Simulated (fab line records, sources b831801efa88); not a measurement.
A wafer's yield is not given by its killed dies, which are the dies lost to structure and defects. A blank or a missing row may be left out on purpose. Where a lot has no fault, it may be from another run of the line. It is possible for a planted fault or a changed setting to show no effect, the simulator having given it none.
fab line records :: flow sky130
record:
  lots: 5
  wafers: 15
  lastDay: 49
route steps=708 shown NWELL@71
lots that met no fault: from a run of the same line without faults
startH: hours from the record's opening day to when the first of the lot's shown wafers began :: waitH: hours since the lot's step before :: " as in the row above :: L1.1+2: a single row standing in for several wafers :: - no value present, or no start provided :: * or withheld: withheld :: < > ~ a bound
route shown NAME@n: a module of which the file shows steps, and the number in the route of the first :: usual: the fault-free wafers' mean and standard deviation :: same: alike in all rows :: chamber/n: place in a boat :: sites: per-site readings :: _std_site: the standard deviation of these :: _edge_site: the outer-site mean with the inner-site mean subtracted :: radiusMm: how far each site lies from the wafer's centre :: mask NAME#n: copy n :: behind: the last tool/chamber to shape the wafer :: hold: why the lot was held/for how many hours/how that ended :: device: the n, p or np transistor that did not switch :: end of line: the tests these same wafers got at the end of their route :: where a step has no rows: the recipe by itself :: killed: not the wafer's yield, but the dies lost to structure and defects at the first sort :: map: per-die view of a wafer (x killed, . not killed, _ where there is no die)
set.NAME: the setting that was run; set.NAME@STEP: the one run at that earlier step :: model.NAME: the simulator's own value behind a step, which no gauge read
a table for each step, a row for each wafer; lots at some steps of the route
services: when a tool's chamber went out of use (startH, in hours from the record's first day, below 0 if earlier), for how many hours, and the reason
== steps ==
step: SKY_NWELL_COAT_18
recipe:
  spinRpm: 2000
  resistThkNm: 3000
usual:
  resistLineTempC: 23.01/0.11
lot.wafer: L079.1
tool: lithoTrack-01
chamber: 0
startH: 128.65
waitH: 0.1
resistLineTempC: 22.95

lot.wafer: L079.5
tool: lithoTrack-01
chamber: 0
startH: 128.65
waitH: 0.1
resistLineTempC: 22.91

lot.wafer: L079.6
tool: lithoTrack-01
chamber: 0
startH: 128.65
waitH: 0.1
resistLineTempC: 23.21

lot.wafer: L081.1
tool: lithoTrack-02
chamber: 0
startH: 140.01
waitH: 0.1
resistLineTempC: 22.86

lot.wafer: L081.3
tool: lithoTrack-02
chamber: 0
startH: 140.01
waitH: 0.1
resistLineTempC: 23.02

lot.wafer: L081.5
tool: lithoTrack-02
chamber: 0
startH: 140.01
waitH: 0.1
resistLineTempC: 23.08

lot.wafer: L083.2
tool: lithoTrack-02
chamber: 0
startH: 150.23
waitH: 0.1
resistLineTempC: 22.82

lot.wafer: L083.3
tool: lithoTrack-02
chamber: 0
startH: 150.23
waitH: 0.1
resistLineTempC: 22.74

lot.wafer: L083.6
tool: lithoTrack-02
chamber: 0
startH: 150.23
waitH: 0.1
resistLineTempC: 23.00

lot.wafer: L090.3
tool: lithoTrack-01
chamber: 0
startH: 191.79
waitH: 0.1
resistLineTempC: 22.92

lot.wafer: L090.5
tool: lithoTrack-01
chamber: 0
startH: 191.79
waitH: 0.1
resistLineTempC: 23.16

lot.wafer: L090.6
tool: lithoTrack-01
chamber: 0
startH: 191.79
waitH: 0.1
resistLineTempC: 22.92

lot.wafer: L091.1
tool: lithoTrack-02
chamber: 0
startH: 197.11
waitH: 0.1
resistLineTempC: 23.14

lot.wafer: L091.3
tool: lithoTrack-02
chamber: 0
startH: 197.11
waitH: 0.1
resistLineTempC: 23.04

lot.wafer: L091.5
tool: lithoTrack-02
chamber: 0
startH: 197.11
waitH: 0.1
resistLineTempC: 23.02
step: SKY_NWELL_SOFTBAKE_19
recipe:
  tempC: 110
  timeS: withheld
usual:
  resistLineTempC: 23.01/0.11
lot.wafer: L079.1
tool: lithoTrack-01
chamber: 0
startH: 128.80
waitH: 0.1
resistLineTempC: 23.05

lot.wafer: L079.5
tool: lithoTrack-01
chamber: 0
startH: 128.80
waitH: 0.1
resistLineTempC: 23.07

lot.wafer: L079.6
tool: lithoTrack-01
chamber: 0
startH: 128.80
waitH: 0.1
resistLineTempC: 23.03

lot.wafer: L081.1
tool: lithoTrack-02
chamber: 0
startH: 140.16
waitH: 0.1
resistLineTempC: 23.11

lot.wafer: L081.3
tool: lithoTrack-02
chamber: 0
startH: 140.16
waitH: 0.1
resistLineTempC: 22.98

lot.wafer: L081.5
tool: lithoTrack-02
chamber: 0
startH: 140.16
waitH: 0.1
resistLineTempC: 23.12

lot.wafer: L083.2
tool: lithoTrack-02
chamber: 0
startH: 150.39
waitH: 0.1
resistLineTempC: 23.21

lot.wafer: L083.3
tool: lithoTrack-02
chamber: 0
startH: 150.39
waitH: 0.1
resistLineTempC: 23.21

lot.wafer: L083.6
tool: lithoTrack-02
chamber: 0
startH: 150.39
waitH: 0.1
resistLineTempC: 23.11

lot.wafer: L090.3
tool: lithoTrack-01
chamber: 0
startH: 191.96
waitH: 0.1
resistLineTempC: 23.07

lot.wafer: L090.5
tool: lithoTrack-01
chamber: 0
startH: 191.96
waitH: 0.1
resistLineTempC: 23.08

lot.wafer: L090.6
tool: lithoTrack-01
chamber: 0
startH: 191.96
waitH: 0.1
resistLineTempC: 23.04

lot.wafer: L091.1
tool: lithoTrack-02
chamber: 0
startH: 197.26
waitH: 0.1
resistLineTempC: 22.81

lot.wafer: L091.3
tool: lithoTrack-02
chamber: 0
startH: 197.26
waitH: 0.1
resistLineTempC: 22.84

lot.wafer: L091.5
tool: lithoTrack-02
chamber: 0
startH: 197.26
waitH: 0.1
resistLineTempC: 22.92
step: SKY_NWELL_EXPOSE_20
recipe:
  maskId: NWM_COMPLEMENT
  na: 0.6
  sourceShape: conventional
  sigmaOuter: 0.6
  polarization: unpolarized
  targetCdNm: 840
  doseMj: 260
same:
  na: 0.6
lot.wafer: L079.1+5+6
tool: ilineStepper-01
chamber: 0
startH: -
waitH: -
mask: NWM_COMPLEMENT#0

lot.wafer: L081.1+3+5
tool: ilineStepper-01
chamber: 0
startH: -
waitH: -
mask: NWM_COMPLEMENT#0

lot.wafer: L083.2+3+6
tool: ilineStepper-02
chamber: 0
startH: -
waitH: -
mask: NWM_COMPLEMENT#0

lot.wafer: L090.3+5+6
tool: ilineStepper-01
chamber: 0
startH: -
waitH: -
mask: NWM_COMPLEMENT#0

lot.wafer: L091.1+3+5
tool: ilineStepper-01
chamber: 0
startH: -
waitH: -
mask: NWM_COMPLEMENT#0
step: SKY_NWELL_PEB_21
recipe:
  tempC: 115
  timeS: withheld
usual:
  resistLineTempC: 22.96/0.097
lot.wafer: L079.1
tool: lithoTrack-02
chamber: 0
startH: -
waitH: -
resistLineTempC: 22.96

lot.wafer: L079.5
tool: lithoTrack-02
chamber: 0
startH: -
waitH: -
resistLineTempC: 23.09

lot.wafer: L079.6
tool: lithoTrack-02
chamber: 0
startH: -
waitH: -
resistLineTempC: 22.90

lot.wafer: L081.1
tool: lithoTrack-04
chamber: 0
startH: -
waitH: -
resistLineTempC: 22.92

lot.wafer: L081.3
tool: lithoTrack-04
chamber: 0
startH: -
waitH: -
resistLineTempC: 22.88

lot.wafer: L081.5
tool: lithoTrack-04
chamber: 0
startH: -
waitH: -
resistLineTempC: 22.90

lot.wafer: L083.2
tool: lithoTrack-02
chamber: 0
startH: -
waitH: -
resistLineTempC: 23.10

lot.wafer: L083.3
tool: lithoTrack-02
chamber: 0
startH: -
waitH: -
resistLineTempC: 22.91

lot.wafer: L083.6
tool: lithoTrack-02
chamber: 0
startH: -
waitH: -
resistLineTempC: 22.92

lot.wafer: L090.3
tool: lithoTrack-02
chamber: 0
startH: -
waitH: -
resistLineTempC: 22.97

lot.wafer: L090.5
tool: lithoTrack-02
chamber: 0
startH: -
waitH: -
resistLineTempC: 22.89

lot.wafer: L090.6
tool: lithoTrack-02
chamber: 0
startH: -
waitH: -
resistLineTempC: 22.99

lot.wafer: L091.1
tool: lithoTrack-02
chamber: 0
startH: -
waitH: -
resistLineTempC: 22.80

lot.wafer: L091.3
tool: lithoTrack-02
chamber: 0
startH: -
waitH: -
resistLineTempC: 22.99

lot.wafer: L091.5
tool: lithoTrack-02
chamber: 0
startH: -
waitH: -
resistLineTempC: 22.96
step: SKY_NWELL_DEVELOP_22
recipe:
  wallAngleDeg: 90
  developer: TMAH
  developTimeS: 60
  devTempC: 23
usual:
  resistLineTempC: 23.00/0.11
lot.wafer: L079.1
tool: lithoTrack-02
chamber: 0
startH: -
waitH: -
resistLineTempC: 23.15

lot.wafer: L079.5
tool: lithoTrack-02
chamber: 0
startH: -
waitH: -
resistLineTempC: 22.99

lot.wafer: L079.6
tool: lithoTrack-02
chamber: 0
startH: -
waitH: -
resistLineTempC: 23.12

lot.wafer: L081.1
tool: lithoTrack-04
chamber: 0
startH: -
waitH: -
resistLineTempC: 23.05

lot.wafer: L081.3
tool: lithoTrack-04
chamber: 0
startH: -
waitH: -
resistLineTempC: 23.10

lot.wafer: L081.5
tool: lithoTrack-04
chamber: 0
startH: -
waitH: -
resistLineTempC: 23.14

lot.wafer: L083.2
tool: lithoTrack-02
chamber: 0
startH: -
waitH: -
resistLineTempC: 23.13

lot.wafer: L083.3
tool: lithoTrack-02
chamber: 0
startH: -
waitH: -
resistLineTempC: 23.11

lot.wafer: L083.6
tool: lithoTrack-02
chamber: 0
startH: -
waitH: -
resistLineTempC: 23.05

lot.wafer: L090.3
tool: lithoTrack-02
chamber: 0
startH: -
waitH: -
resistLineTempC: 22.98

lot.wafer: L090.5
tool: lithoTrack-02
chamber: 0
startH: -
waitH: -
resistLineTempC: 22.96

lot.wafer: L090.6
tool: lithoTrack-02
chamber: 0
startH: -
waitH: -
resistLineTempC: 22.91

lot.wafer: L091.1
tool: lithoTrack-02
chamber: 0
startH: -
waitH: -
resistLineTempC: 22.98

lot.wafer: L091.3
tool: lithoTrack-02
chamber: 0
startH: -
waitH: -
resistLineTempC: 23.10

lot.wafer: L091.5
tool: lithoTrack-02
chamber: 0
startH: -
waitH: -
resistLineTempC: 23.05
step: SKY_NWELL_OVL_MEAS_23
usual:
  NWELL_01_OVL: 0.0/1.5
lot.wafer: L079.1
tool: overlay-01
chamber: -
startH: 138.81
waitH: -
NWELL_01_OVL[nm]: -0.1

lot.wafer: L079.5
tool: overlay-01
chamber: -
startH: 138.81
waitH: -
NWELL_01_OVL[nm]: 0.3

lot.wafer: L079.6
tool: overlay-01
chamber: -
startH: 138.81
waitH: -
NWELL_01_OVL[nm]: 0.4

lot.wafer: L081.1
tool: overlay-01
chamber: -
startH: 149.78
waitH: -
NWELL_01_OVL[nm]: -1.4

lot.wafer: L081.3
tool: overlay-01
chamber: -
startH: 149.78
waitH: -
NWELL_01_OVL[nm]: -0.7

lot.wafer: L081.5
tool: overlay-01
chamber: -
startH: 149.78
waitH: -
NWELL_01_OVL[nm]: -2.0

lot.wafer: L083.2
tool: overlay-02
chamber: -
startH: 160.46
waitH: -
NWELL_01_OVL[nm]: -0.8

lot.wafer: L083.3
tool: overlay-02
chamber: -
startH: 160.46
waitH: -
NWELL_01_OVL[nm]: -0.5

lot.wafer: L083.6
tool: overlay-02
chamber: -
startH: 160.46
waitH: -
NWELL_01_OVL[nm]: -2.3

lot.wafer: L090.3
tool: overlay-02
chamber: -
startH: 202.47
waitH: -
NWELL_01_OVL[nm]: 0.3

lot.wafer: L090.5
tool: overlay-02
chamber: -
startH: 202.47
waitH: -
NWELL_01_OVL[nm]: 3.7

lot.wafer: L090.6
tool: overlay-02
chamber: -
startH: 202.47
waitH: -
NWELL_01_OVL[nm]: 4.1

lot.wafer: L091.1
tool: overlay-01
chamber: -
startH: 207.51
waitH: -
NWELL_01_OVL[nm]: -0.6

lot.wafer: L091.3
tool: overlay-01
chamber: -
startH: 207.51
waitH: -
NWELL_01_OVL[nm]: 0.7

lot.wafer: L091.5
tool: overlay-01
chamber: -
startH: 207.51
waitH: -
NWELL_01_OVL[nm]: -0.4
step: SKY_NWELL_IMPLANT_24
recipe:
  species: B
  energyKev: 140
  doseCm2: 9.2e+12
  tiltDeg: withheld
usual:
  beamOnS: 10.00/0.22
lot.wafer: L079.1
tool: implanter-03
chamber: 0
startH: 138.84
waitH: 0.0
beamOnS: 10.22

lot.wafer: L079.5
tool: implanter-03
chamber: 0
startH: 138.84
waitH: 0.0
beamOnS: 9.97

lot.wafer: L079.6
tool: implanter-03
chamber: 0
startH: 138.84
waitH: 0.0
beamOnS: 10.29

lot.wafer: L081.1
tool: implanter-01
chamber: 0
startH: 149.81
waitH: 0.0
beamOnS: 9.73

lot.wafer: L081.3
tool: implanter-01
chamber: 0
startH: 149.81
waitH: 0.0
beamOnS: 10.67

lot.wafer: L081.5
tool: implanter-01
chamber: 0
startH: 149.81
waitH: 0.0
beamOnS: 10.20

lot.wafer: L083.2
tool: implanter-03
chamber: 0
startH: 160.52
waitH: 0.0
beamOnS: 9.77

lot.wafer: L083.3
tool: implanter-03
chamber: 0
startH: 160.52
waitH: 0.0
beamOnS: 9.73

lot.wafer: L083.6
tool: implanter-03
chamber: 0
startH: 160.52
waitH: 0.0
beamOnS: 10.05

lot.wafer: L090.3
tool: implanter-02
chamber: 0
startH: 202.54
waitH: 0.1
beamOnS: 10.04

lot.wafer: L090.5
tool: implanter-02
chamber: 0
startH: 202.54
waitH: 0.1
beamOnS: 9.90

lot.wafer: L090.6
tool: implanter-02
chamber: 0
startH: 202.54
waitH: 0.1
beamOnS: 9.97

lot.wafer: L091.1
tool: implanter-02
chamber: 0
startH: 207.54
waitH: 0.0
beamOnS: 10.02

lot.wafer: L091.3
tool: implanter-02
chamber: 0
startH: 207.54
waitH: 0.0
beamOnS: 10.10

lot.wafer: L091.5
tool: implanter-02
chamber: 0
startH: 207.54
waitH: 0.0
beamOnS: 10.18
step: SKY_NWELL_STRIP_25
recipe:
  chemistry: O2/N2
  powerW: 1400
  pressureMtorr: 1500
  platenTempC: withheld
  o2FlowSccm: 3000
  n2FlowSccm: 300
  overashFraction: 0.5
usual:
  drypumpMotorCurrentA: 6.1/0.45
  oesProductAu: 0.722/0.0042
  stripTimeToEndpointS: 36.91/0.079
lot.wafer: L079.1
tool: plasmaAsher-02
chamber: 0
startH: 138.99
waitH: 0.1
drypumpMotorCurrentA: 5.7
oesProductAu: 0.718
rfHoursCounterH: 46
stripTimeToEndpointS: 36.91

lot.wafer: L079.5
tool: plasmaAsher-02
chamber: 1
startH: 138.99
waitH: 0.1
drypumpMotorCurrentA: 6.1
oesProductAu: 0.715
rfHoursCounterH: -
stripTimeToEndpointS: 36.81

lot.wafer: L079.6
tool: plasmaAsher-02
chamber: 0
startH: 138.99
waitH: 0.1
drypumpMotorCurrentA: 5.7
oesProductAu: 0.719
rfHoursCounterH: -
stripTimeToEndpointS: 36.92

lot.wafer: L081.1
tool: plasmaAsher-04
chamber: 1
startH: 149.96
waitH: 0.1
drypumpMotorCurrentA: 5.2
oesProductAu: 0.729
rfHoursCounterH: 45
stripTimeToEndpointS: 36.89

lot.wafer: L081.3
tool: plasmaAsher-04
chamber: 1
startH: 149.96
waitH: 0.1
drypumpMotorCurrentA: 5.2
oesProductAu: 0.723
rfHoursCounterH: -
stripTimeToEndpointS: 36.89

lot.wafer: L081.5
tool: plasmaAsher-04
chamber: 0
startH: 149.96
waitH: 0.1
drypumpMotorCurrentA: 6.3
oesProductAu: 0.725
rfHoursCounterH: -
stripTimeToEndpointS: 36.97

lot.wafer: L083.2
tool: plasmaAsher-04
chamber: 0
startH: 160.64
waitH: 0.1
drypumpMotorCurrentA: 6.3
oesProductAu: 0.718
rfHoursCounterH: 46
stripTimeToEndpointS: 36.95

lot.wafer: L083.3
tool: plasmaAsher-04
chamber: 1
startH: 160.64
waitH: 0.1
drypumpMotorCurrentA: 5.2
oesProductAu: 0.716
rfHoursCounterH: -
stripTimeToEndpointS: 36.85

lot.wafer: L083.6
tool: plasmaAsher-04
chamber: 0
startH: 160.64
waitH: 0.1
drypumpMotorCurrentA: 6.3
oesProductAu: 0.720
rfHoursCounterH: -
stripTimeToEndpointS: 36.85

lot.wafer: L090.3
tool: plasmaAsher-02
chamber: 0
startH: 202.68
waitH: 0.1
drypumpMotorCurrentA: 5.7
oesProductAu: 0.726
rfHoursCounterH: -
stripTimeToEndpointS: 36.92

lot.wafer: L090.5
tool: plasmaAsher-02
chamber: 1
startH: 202.68
waitH: 0.1
drypumpMotorCurrentA: 6.1
oesProductAu: 0.722
rfHoursCounterH: -
stripTimeToEndpointS: 36.88

lot.wafer: L090.6
tool: plasmaAsher-02
chamber: 0
startH: 202.68
waitH: 0.1
drypumpMotorCurrentA: 5.7
oesProductAu: 0.721
rfHoursCounterH: -
stripTimeToEndpointS: 36.84

lot.wafer: L091.1
tool: plasmaAsher-04
chamber: 0
startH: 207.69
waitH: 0.1
drypumpMotorCurrentA: 6.3
oesProductAu: 0.723
rfHoursCounterH: 51
stripTimeToEndpointS: 36.99

lot.wafer: L091.3
tool: plasmaAsher-04
chamber: 0
startH: 207.69
waitH: 0.1
drypumpMotorCurrentA: 6.3
oesProductAu: 0.721
rfHoursCounterH: -
stripTimeToEndpointS: 36.92

lot.wafer: L091.5
tool: plasmaAsher-04
chamber: 0
startH: 207.69
waitH: 0.1
drypumpMotorCurrentA: 6.3
oesProductAu: 0.726
rfHoursCounterH: -
stripTimeToEndpointS: 36.92
step: SKY_NWELL_TW_MEAS_26
usual:
  NWELL_2_TW: 497/3.6
lot.wafer: L079.1
tool: filmMetro-02
chamber: -
startH: 139.09
waitH: 0.1
NWELL_2_TW: 499

lot.wafer: L079.5
tool: filmMetro-02
chamber: -
startH: 139.09
waitH: 0.1
NWELL_2_TW: 496

lot.wafer: L079.6
tool: filmMetro-02
chamber: -
startH: 139.09
waitH: 0.1
NWELL_2_TW: 499

lot.wafer: L081.1
tool: filmMetro-01
chamber: -
startH: 150.06
waitH: 0.1
NWELL_2_TW: 500

lot.wafer: L081.3
tool: filmMetro-01
chamber: -
startH: 150.06
waitH: 0.1
NWELL_2_TW: 500

lot.wafer: L081.5
tool: filmMetro-01
chamber: -
startH: 150.06
waitH: 0.1
NWELL_2_TW: 500

lot.wafer: L083.2
tool: filmMetro-02
chamber: -
startH: 160.75
waitH: 0.1
NWELL_2_TW: 500

lot.wafer: L083.3
tool: filmMetro-02
chamber: -
startH: 160.75
waitH: 0.1
NWELL_2_TW: 498

lot.wafer: L083.6
tool: filmMetro-02
chamber: -
startH: 160.75
waitH: 0.1
NWELL_2_TW: 500

lot.wafer: L090.3
tool: filmMetro-02
chamber: -
startH: 202.76
waitH: 0.1
NWELL_2_TW: 498

lot.wafer: L090.5
tool: filmMetro-02
chamber: -
startH: 202.76
waitH: 0.1
NWELL_2_TW: 501

lot.wafer: L090.6
tool: filmMetro-02
chamber: -
startH: 202.76
waitH: 0.1
NWELL_2_TW: 496

lot.wafer: L091.1
tool: filmMetro-01
chamber: -
startH: 207.79
waitH: 0.1
NWELL_2_TW: 499

lot.wafer: L091.3
tool: filmMetro-01
chamber: -
startH: 207.79
waitH: 0.1
NWELL_2_TW: 498

lot.wafer: L091.5
tool: filmMetro-01
chamber: -
startH: 207.79
waitH: 0.1
NWELL_2_TW: 500
step: SKY_NWELL_CLEAN_27
recipe:
  chemistry: SC1/SC2
  mix: 1:4:20
  tempC: 70
  timeS: 150
  dry: n2Spin
lot.wafer: L079.1+5+6
tool: wetBench-01
chamber: 3
startH: 139.15
waitH: 0.1

lot.wafer: L081.1+3+5
tool: wetBench-04
chamber: 2
startH: 150.12
waitH: 0.1

lot.wafer: L083.2+3+6
tool: wetBench-04
chamber: 0
startH: 160.80
waitH: 0.0

lot.wafer: L090.3+5+6
tool: wetBench-04
chamber: 3
startH: 202.80
waitH: 0.0

lot.wafer: L091.1+3+5
tool: wetBench-02
chamber: 0
startH: 207.85
waitH: 0.1
step: SKY_NWELL_RTA_28
recipe:
  tempC: 1050
  timeS: 30
  idleTempC: 650
  rampUpCPerS: 150
  rampDownCPerS: 90
  ambient: N2
usual:
  lampPowerPct: 25.31/0.056
  wafer_temp_C_max: 1054.9/1
lot.wafer: L079.1
tool: rtpAnneal-02
chamber: 0
startH: 139.20
waitH: 0.0
lampPowerPct: 25.24
wafer_temp_C_max: 1055.7

lot.wafer: L079.5
tool: rtpAnneal-02
chamber: 0
startH: 139.20
waitH: 0.0
lampPowerPct: 25.41
wafer_temp_C_max: 1057.2

lot.wafer: L079.6
tool: rtpAnneal-02
chamber: 0
startH: 139.20
waitH: 0.0
lampPowerPct: 25.25
wafer_temp_C_max: 1053.3

lot.wafer: L081.1
tool: rtpAnneal-01
chamber: 0
startH: 150.18
waitH: 0.0
lampPowerPct: 25.29
wafer_temp_C_max: 1054.0

lot.wafer: L081.3
tool: rtpAnneal-01
chamber: 0
startH: 150.18
waitH: 0.0
lampPowerPct: 25.33
wafer_temp_C_max: 1054.1

lot.wafer: L081.5
tool: rtpAnneal-01
chamber: 0
startH: 150.18
waitH: 0.0
lampPowerPct: 25.29
wafer_temp_C_max: 1054.1

lot.wafer: L083.2
tool: rtpAnneal-02
chamber: 0
startH: 160.87
waitH: 0.0
lampPowerPct: 25.28
wafer_temp_C_max: 1055.5

lot.wafer: L083.3
tool: rtpAnneal-02
chamber: 0
startH: 160.87
waitH: 0.0
lampPowerPct: 25.37
wafer_temp_C_max: 1055.5

lot.wafer: L083.6
tool: rtpAnneal-02
chamber: 0
startH: 160.87
waitH: 0.0
lampPowerPct: 25.25
wafer_temp_C_max: 1055.7

lot.wafer: L090.3
tool: rtpAnneal-01
chamber: 0
startH: 202.89
waitH: 0.0
lampPowerPct: 25.32
wafer_temp_C_max: 1054.7

lot.wafer: L090.5
tool: rtpAnneal-01
chamber: 0
startH: 202.89
waitH: 0.0
lampPowerPct: 25.39
wafer_temp_C_max: 1055.4

lot.wafer: L090.6
tool: rtpAnneal-01
chamber: 0
startH: 202.89
waitH: 0.0
lampPowerPct: 25.26
wafer_temp_C_max: 1055.4

lot.wafer: L091.1
tool: rtpAnneal-02
chamber: 0
startH: 207.91
waitH: 0.0
lampPowerPct: 25.25
wafer_temp_C_max: 1054.8

lot.wafer: L091.3
tool: rtpAnneal-02
chamber: 0
startH: 207.91
waitH: 0.0
lampPowerPct: 25.31
wafer_temp_C_max: 1053.7

lot.wafer: L091.5
tool: rtpAnneal-02
chamber: 0
startH: 207.91
waitH: 0.0
lampPowerPct: 25.26
wafer_temp_C_max: 1056.9
== services ==
tool: lithoTrack-01
chamber: -
startH: 120.61
hours: -
kind: consumableReplace:filter

tool: plasmaAsher-04
chamber: -
startH: 120.87
hours: 2.1
kind: repair

tool: implanter-01
chamber: -
startH: 134.44
hours: 6.7
kind: repair

tool: ilineStepper-01
chamber: -
startH: 143.99
hours: 1.7
kind: pm

tool: implanter-01
chamber: -
startH: 167.12
hours: 2.8
kind: pm

tool: implanter-02
chamber: -
startH: 169.09
hours: 3.4
kind: pm

tool: ilineStepper-01
chamber: 0
startH: 173.86
hours: -
kind: calibration

tool: ilineStepper-02
chamber: -
startH: 197.38
hours: 1.7
kind: pm

tool: implanter-01
chamber: -
startH: 197.61
hours: 2.2
kind: pm
== key ==
fault none
